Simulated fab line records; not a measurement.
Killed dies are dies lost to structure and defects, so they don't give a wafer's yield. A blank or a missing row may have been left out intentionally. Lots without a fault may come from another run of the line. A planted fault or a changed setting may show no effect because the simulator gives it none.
What tool caused it? || flow sky130 || Sampling: 12 lots, 36 wafers, 5 of 708 route steps

WHAT EACH GAUGE READ, for each wafer
SKY_NWELL_RS_MEAS_31: measures by four-point-probe.
{"lot": "L339", "measured": "day 5 11:53", "on": "filmMetro-03", "PWDE_RS (ohm/sq)": "5290 5274 5280"}
{"lot": "L340", "measured": "day 5 20:38", "on": "filmMetro-02", "PWDE_RS (ohm/sq)": "5263 5265 5277"}
{"lot": "L341", "measured": "day 5 23:35", "on": "filmMetro-01", "PWDE_RS (ohm/sq)": "5284 5278 5255"}
{"lot": "L343", "measured": "day 6 12:37", "on": "filmMetro-03", "PWDE_RS (ohm/sq)": "5280 5286 5296"}
{"lot": "L344", "measured": "day 6 20:20", "on": "filmMetro-03", "PWDE_RS (ohm/sq)": "5264 5276 5278"}
{"lot": "L349", "measured": "day 8 04:53", "on": "filmMetro-02", "PWDE_RS (ohm/sq)": "5292 5280 5285"}
{"lot": "L351", "measured": "day 8 22:10", "on": "filmMetro-01", "PWDE_RS (ohm/sq)": "5250 5236 5231"}
{"lot": "L356", "measured": "day 9 22:44", "on": "filmMetro-02", "PWDE_RS (ohm/sq)": "5296 5292 5291"}
{"lot": "L357", "measured": "day 10 05:19", "on": "filmMetro-01", "PWDE_RS (ohm/sq)": "5250 5262 5264"}
{"lot": "L358", "measured": "day 10 08:08", "on": "filmMetro-02", "PWDE_RS (ohm/sq)": "5278 5270 5268"}
{"lot": "L360", "measured": "day 11 02:38", "on": "filmMetro-02", "PWDE_RS (ohm/sq)": "5255 5277 5275"}
{"lot": "L361", "measured": "day 11 08:56", "on": "filmMetro-03", "PWDE_RS (ohm/sq)": "5254 5229 5244"}

SKY_VT_ADJUST_HVTP_OVL_MEAS_08.
{"lot": "L339", "measured": "day 6 05:50", "on": "overlay-01", "VT_ADJUST_HVTP_OVL (nm)": "1.6 0.0 -0.8"}
{"lot": "L340", "measured": "day 6 15:31", "on": "overlay-01", "VT_ADJUST_HVTP_OVL (nm)": "2.0 3.2 -0.2"}
{"lot": "L341", "measured": "day 6 18:19", "on": "overlay-01", "VT_ADJUST_HVTP_OVL (nm)": "2.4 2.3 1.4"}
{"lot": "L343", "measured": "day 7 07:40", "on": "overlay-01", "VT_ADJUST_HVTP_OVL (nm)": "-0.2 0.8 0.7"}
{"lot": "L344", "measured": "day 7 16:04", "on": "overlay-02", "VT_ADJUST_HVTP_OVL (nm)": "-0.7 -2.2 -1.0"}
{"lot": "L349", "measured": "day 9 01:08", "on": "overlay-02", "VT_ADJUST_HVTP_OVL (nm)": "-0.3 -0.5 0.3"}
{"lot": "L351", "measured": "day 9 19:55", "on": "overlay-02", "VT_ADJUST_HVTP_OVL (nm)": "-0.4 -3.0 -1.5"}
{"lot": "L356", "measured": "day 10 21:14", "on": "overlay-01", "VT_ADJUST_HVTP_OVL (nm)": "2.8 1.7 1.7"}
{"lot": "L357", "measured": "day 11 03:19", "on": "overlay-02", "VT_ADJUST_HVTP_OVL (nm)": "-1.4 -1.2 -1.2"}
{"lot": "L358", "measured": "day 11 06:31", "on": "overlay-02", "VT_ADJUST_HVTP_OVL (nm)": "-0.7 -0.1 -0.9"}
{"lot": "L360", "measured": "day 12 00:55", "on": "overlay-01", "VT_ADJUST_HVTP_OVL (nm)": "-0.9 0.4 -1.1"}
{"lot": "L361", "measured": "day 12 08:37", "on": "overlay-02", "VT_ADJUST_HVTP_OVL (nm)": "0.4 0.3 0.2"}

SKY_VT_ADJUST_NCORE_OVL_MEAS_08.
{"lot": "L339", "measured": "day 8 16:16", "on": "overlay-01", "VT_ADJUST_NCORE_OVL (nm)": "1.9 0.6 1.5"}
{"lot": "L340", "measured": "day 9 03:49", "on": "overlay-02", "VT_ADJUST_NCORE_OVL (nm)": "1.9 1.0 2.8"}
{"lot": "L341", "measured": "day 9 07:11", "on": "overlay-01", "VT_ADJUST_NCORE_OVL (nm)": "1.0 0.1 0.8"}
{"lot": "L343", "measured": "day 9 20:55", "on": "overlay-02", "VT_ADJUST_NCORE_OVL (nm)": "1.1 0.9 0.8"}
{"lot": "L344", "measured": "day 10 06:22", "on": "overlay-02", "VT_ADJUST_NCORE_OVL (nm)": "1.6 0.5 1.6"}
{"lot": "L349", "measured": "day 11 20:09", "on": "overlay-01", "VT_ADJUST_NCORE_OVL (nm)": "0.0 -1.0 -0.6"}
{"lot": "L351", "measured": "day 12 16:22", "on": "overlay-01", "VT_ADJUST_NCORE_OVL (nm)": "2.1 -1.2 0.7"}
{"lot": "L356", "measured": "day 13 22:23", "on": "overlay-01", "VT_ADJUST_NCORE_OVL (nm)": "-1.6 0.8 0.2"}
{"lot": "L357", "measured": "day 14 04:50", "on": "overlay-01", "VT_ADJUST_NCORE_OVL (nm)": "2.0 0.2 2.1"}
{"lot": "L358", "measured": "day 14 09:15", "on": "overlay-01", "VT_ADJUST_NCORE_OVL (nm)": "-0.6 -0.7 -0.6"}
{"lot": "L360", "measured": "day 15 06:03", "on": "overlay-01", "VT_ADJUST_NCORE_OVL (nm)": "1.4 -0.6 0.1"}
{"lot": "L361", "measured": "day 15 14:26", "on": "overlay-02", "VT_ADJUST_NCORE_OVL (nm)": "-2.3 -2.4 -3.5"}

SKY_SONOS_ONO_THK_MEAS_01.
{"lot": "L339", "measured": "day 11 14:16", "on": "filmMetro-02", "SONOS_ONO_OXIDATION_THK (nm)": "2.51 2.47 2.51"}
{"lot": "L340", "measured": "day 12 01:56", "on": "filmMetro-04", "SONOS_ONO_OXIDATION_THK (nm)": "2.61 2.61 2.65"}
{"lot": "L341", "measured": "day 12 07:16", "on": "filmMetro-04", "SONOS_ONO_OXIDATION_THK (nm)": "2.61 2.56 2.62"}
{"lot": "L343", "measured": "day 12 20:29", "on": "filmMetro-03", "SONOS_ONO_OXIDATION_THK (nm)": "2.56 2.64 2.57"}
{"lot": "L344", "measured": "day 13 07:55", "on": "filmMetro-04", "SONOS_ONO_OXIDATION_THK (nm)": "2.58 2.63 2.62"}
{"lot": "L349", "measured": "day 15 03:32", "on": "filmMetro-04", "SONOS_ONO_OXIDATION_THK (nm)": "2.94 3.03 2.93"}
{"lot": "L351", "measured": "day 16 01:04", "on": "filmMetro-04", "SONOS_ONO_OXIDATION_THK (nm)": "3.11 3.08 3.01"}
{"lot": "L356", "measured": "day 17 09:02", "on": "filmMetro-04", "SONOS_ONO_OXIDATION_THK (nm)": "2.65 2.59 2.62"}
{"lot": "L357", "measured": "day 17 17:13", "on": "filmMetro-03", "SONOS_ONO_OXIDATION_THK (nm)": "2.52 2.52 2.60"}
{"lot": "L358", "measured": "day 17 21:08", "on": "filmMetro-03", "SONOS_ONO_OXIDATION_THK (nm)": "2.59 2.62 2.57"}
{"lot": "L360", "measured": "day 18 21:59", "on": "filmMetro-04", "SONOS_ONO_OXIDATION_THK (nm)": "2.65 2.57 2.60"}
{"lot": "L361", "measured": "day 19 06:50", "on": "filmMetro-03", "SONOS_ONO_OXIDATION_THK (nm)": "2.54 2.55 2.59"}

EACH LOT AND THE TOOL THAT RAN IT (in order: tool; ch and the chambers of the sampled wafers; start)
{"lot": "L339", "SKY_SONOS_ONO_OXIDATION_00": "furnace-01 ch 0, day 11 12:55"}
{"lot": "L340", "SKY_SONOS_ONO_OXIDATION_00": "furnace-01 ch 0, day 12 00:35"}
{"lot": "L341", "SKY_SONOS_ONO_OXIDATION_00": "furnace-02 ch 0, day 12 05:54"}
{"lot": "L343", "SKY_SONOS_ONO_OXIDATION_00": "furnace-01 ch 0, day 12 19:08"}
{"lot": "L344", "SKY_SONOS_ONO_OXIDATION_00": "furnace-02 ch 0, day 13 06:34"}
{"lot": "L349", "SKY_SONOS_ONO_OXIDATION_00": "furnace-01 ch 0, day 15 02:12"}
{"lot": "L351", "SKY_SONOS_ONO_OXIDATION_00": "furnace-01 ch 0, day 15 23:43"}
{"lot": "L356", "SKY_SONOS_ONO_OXIDATION_00": "furnace-02 ch 0, day 17 07:41"}
{"lot": "L357", "SKY_SONOS_ONO_OXIDATION_00": "furnace-02 ch 0, day 17 15:52"}
{"lot": "L358", "SKY_SONOS_ONO_OXIDATION_00": "furnace-02 ch 0, day 17 19:47"}
{"lot": "L360", "SKY_SONOS_ONO_OXIDATION_00": "furnace-02 ch 0, day 18 20:38"}
{"lot": "L361", "SKY_SONOS_ONO_OXIDATION_00": "furnace-01 ch 0, day 19 05:28"}
- SKY_SONOS_ONO_OXIDATION_00: stabilise 600 s, purge 300 s, target thk 2.6 nm.

AS READ BY THE TOOLS THEMSELVES (means over the sampled wafers that have a number; for cases with no such wafer, the mark the record gives instead)
SKY_SONOS_ONO_OXIDATION_00.
{"lot": "L339", "tool": "furnace-01", "rampDownCPerMin": 3.0000, "spikeTcBottomC (C)": 822.2, "spikeTcCentreC (C)": 801.9, "spikeTcLowerC (C)": 800.6, "spikeTcTopC (C)": 815.3, "spikeTcUpperC (C)": 800.5, "zonePowerCentrePct (%)": 14.77, "zonePowerLowerPct (%)": 14.71}
{"lot": "L340", "tool": "furnace-01", "rampDownCPerMin": 3.0003, "spikeTcBottomC (C)": 820.7, "spikeTcCentreC (C)": 802.0, "spikeTcLowerC (C)": 801.7, "spikeTcTopC (C)": 815.1, "spikeTcUpperC (C)": 800.1, "zonePowerCentrePct (%)": 14.89, "zonePowerLowerPct (%)": 14.52}
{"lot": "L341", "tool": "furnace-02", "rampDownCPerMin": 3.0002, "spikeTcBottomC (C)": 817.7, "spikeTcCentreC (C)": 800.4, "spikeTcLowerC (C)": 800.3, "spikeTcTopC (C)": 813.9, "spikeTcUpperC (C)": 798.2, "zonePowerCentrePct (%)": 14.54, "zonePowerLowerPct (%)": 14.60}
{"lot": "L343", "tool": "furnace-01", "rampDownCPerMin": 3.0006, "spikeTcBottomC (C)": 821.5, "spikeTcCentreC (C)": 801.7, "spikeTcLowerC (C)": 801.2, "spikeTcTopC (C)": 816.5, "spikeTcUpperC (C)": 800.0, "zonePowerCentrePct (%)": 14.86, "zonePowerLowerPct (%)": 14.72}
{"lot": "L344", "tool": "furnace-02", "rampDownCPerMin": 3.0006, "spikeTcBottomC (C)": 817.3, "spikeTcCentreC (C)": 800.7, "spikeTcLowerC (C)": 800.5, "spikeTcTopC (C)": 813.8, "spikeTcUpperC (C)": 799.6, "zonePowerCentrePct (%)": 14.67, "zonePowerLowerPct (%)": 14.60}
{"lot": "L349", "tool": "furnace-01", "rampDownCPerMin": 3.0006, "spikeTcBottomC (C)": 831.6, "spikeTcCentreC (C)": 811.9, "spikeTcLowerC (C)": 811.4, "spikeTcTopC (C)": 826.8, "spikeTcUpperC (C)": 809.4, "zonePowerCentrePct (%)": 15.32, "zonePowerLowerPct (%)": 15.22}
{"lot": "L351", "tool": "furnace-01", "rampDownCPerMin": 2.9999, "spikeTcBottomC (C)": 831.9, "spikeTcCentreC (C)": 812.4, "spikeTcLowerC (C)": 810.8, "spikeTcTopC (C)": 826.0, "spikeTcUpperC (C)": 810.7, "zonePowerCentrePct (%)": 15.36, "zonePowerLowerPct (%)": 15.24}
{"lot": "L356", "tool": "furnace-02", "rampDownCPerMin": 3.0005, "spikeTcBottomC (C)": 816.9, "spikeTcCentreC (C)": 801.0, "spikeTcLowerC (C)": 799.6, "spikeTcTopC (C)": 814.2, "spikeTcUpperC (C)": 800.8, "zonePowerCentrePct (%)": 14.49, "zonePowerLowerPct (%)": 14.63}
{"lot": "L357", "tool": "furnace-02", "rampDownCPerMin": 3.0001, "spikeTcBottomC (C)": 816.9, "spikeTcCentreC (C)": 800.4, "spikeTcLowerC (C)": 800.8, "spikeTcTopC (C)": 813.9, "spikeTcUpperC (C)": 798.2, "zonePowerCentrePct (%)": 14.45, "zonePowerLowerPct (%)": 14.58}
{"lot": "L358", "tool": "furnace-02", "rampDownCPerMin": 3.0000, "spikeTcBottomC (C)": 817.8, "spikeTcCentreC (C)": 801.2, "spikeTcLowerC (C)": 800.3, "spikeTcTopC (C)": 813.8, "spikeTcUpperC (C)": 800.0, "zonePowerCentrePct (%)": 14.70, "zonePowerLowerPct (%)": 14.83}
{"lot": "L360", "tool": "furnace-02", "rampDownCPerMin": 2.9997, "spikeTcBottomC (C)": 816.7, "spikeTcCentreC (C)": 801.2, "spikeTcLowerC (C)": 801.5, "spikeTcTopC (C)": 813.9, "spikeTcUpperC (C)": 798.5, "zonePowerCentrePct (%)": 14.69, "zonePowerLowerPct (%)": 14.40}
{"lot": "L361", "tool": "furnace-01", "rampDownCPerMin": 3.0000, "spikeTcBottomC (C)": 821.3, "spikeTcCentreC (C)": 801.9, "spikeTcLowerC (C)": 800.2, "spikeTcTopC (C)": 815.5, "spikeTcUpperC (C)": 800.6, "zonePowerCentrePct (%)": 14.88, "zonePowerLowerPct (%)": 14.63}

THE ANSWER, worked out from the rows above alone
Rule: the lots themselves supply what counts as usual. Put in order of their means at a reading, lots are off if they are a third of the lots or fewer, leave a main group of 4 or more, and stand apart from it by a gap of 3 or more times the standard deviation of the main group's means; of several such gaps the widest counts. A main group is skipped when, at the precision printed for the reading in the tables above, its means are all equal. A lot without any number at a reading at which 4 lots or more have one is off too. Where the step has rows for the other lots, those lots are counted as sound. Order of review: gauges by route order, followed by the tools' own readings, for which a lot's mean as printed above is used. The first step at which some lot is off is used, and at that step the reading that is off furthest; a lot without a number counts as furthest.
Off: L349, L351, at SKY_SONOS_ONO_THK_MEAS_01 (SONOS_ONO_OXIDATION_THK). The main group has a mean of 2.58 nm with a standard deviation of 0.037.
A tool fits if, at a process step before that reading, it ran every lot that is off, and no sound lot after the first of them. The gauges at SKY_SONOS_ONO_THK_MEAS_01 aren't tried: what is off there is off at SKY_SONOS_ONO_OXIDATION_00 too, on other tools, and a gauge's error can't cause that. None of those tried fits.

WHAT WAS PUT IN BY THE SIMULATOR
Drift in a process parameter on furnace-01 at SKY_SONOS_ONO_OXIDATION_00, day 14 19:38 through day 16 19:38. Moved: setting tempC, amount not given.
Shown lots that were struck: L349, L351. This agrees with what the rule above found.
